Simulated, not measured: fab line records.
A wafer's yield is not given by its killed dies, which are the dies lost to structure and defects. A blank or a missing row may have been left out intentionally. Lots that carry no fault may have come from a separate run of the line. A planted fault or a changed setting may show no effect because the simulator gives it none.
Chamber matching | flow sky130 | SKY_VIA3_ETCH_15 on rie-diel-02 has 4 sister chambers
The step etches SiO2 in C4F8/O2/Ar, stops on TiN, target depth 507 nm, time 78 s. 8 wafers are shown with their chamber, then 11 later ones without.

WAFERS WITH THEIR CHAMBER
wafer  | chamber | oes-product-au (a.u.)
L082.2 | 0       | 0.951
L082.6 | 0       | 0.941
L085.3 | 2       | 0.946
L085.4 | 2       | 0.954
L084.3 | 3       | 0.949
L084.5 | 3       | 0.950
L084.6 | 1       | 0.948
L088.2 | 1       | 0.945

WAFERS WHOSE CHAMBER IS MISSING
wafer  | oes-product-au (a.u.)
L088.3 | 0.940
L088.6 | 0.948
L093.1 | 0.950
L093.2 | 0.939
L093.6 | 0.947
L094.1 | 0.946
L094.5 | 0.949
L094.6 | 0.940
L096.3 | 0.943
L096.4 | 0.944
L096.6 | 0.940

THE CHAMBER EACH PASSED THROUGH
wafer  | from the rows above               | in truth
L088.3 | can't be placed: 0 or 1 or 3 or 2 | 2
L088.6 | can't be placed: 1 or 3 or 0 or 2 | 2
L093.1 | can't be placed: 2 or 3 or 1 or 0 | 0
L093.2 | can't be placed: 0 or 1 or 3 or 2 | 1
L093.6 | can't be placed: 1 or 0 or 3 or 2 | 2
L094.1 | can't be placed: 0 or 1 or 3 or 2 | 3
L094.5 | can't be placed: 3 or 2 or 1 or 0 | 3
L094.6 | can't be placed: 0 or 1 or 3 or 2 | 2
L096.3 | can't be placed: 0 or 1 or 3 or 2 | 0
L096.4 | can't be placed: 0 or 1 or 3 or 2 | 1
L096.6 | can't be placed: 0 or 1 or 3 or 2 | 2
Correct placement for 0 of the 11. Unplaceable from these rows: 11, with the true chamber sitting among the candidates in 11. Placed wrongly: 0.
How it was worked out, from the rows above alone: a wafer's distance from a chamber is the root of the sum, over the readings, of the square of ((its reading less the chamber's mean) divided by the reading's scatter). The wafer belongs to the nearest chamber; if the next one is less than 2 further off, it can't be placed. A chamber's mean is the mean of its shown wafers. The scatter is the square root of a quotient: the sum, over the shown wafers, of each reading's squared deviation from its chamber's mean, divided by wafers minus chambers.
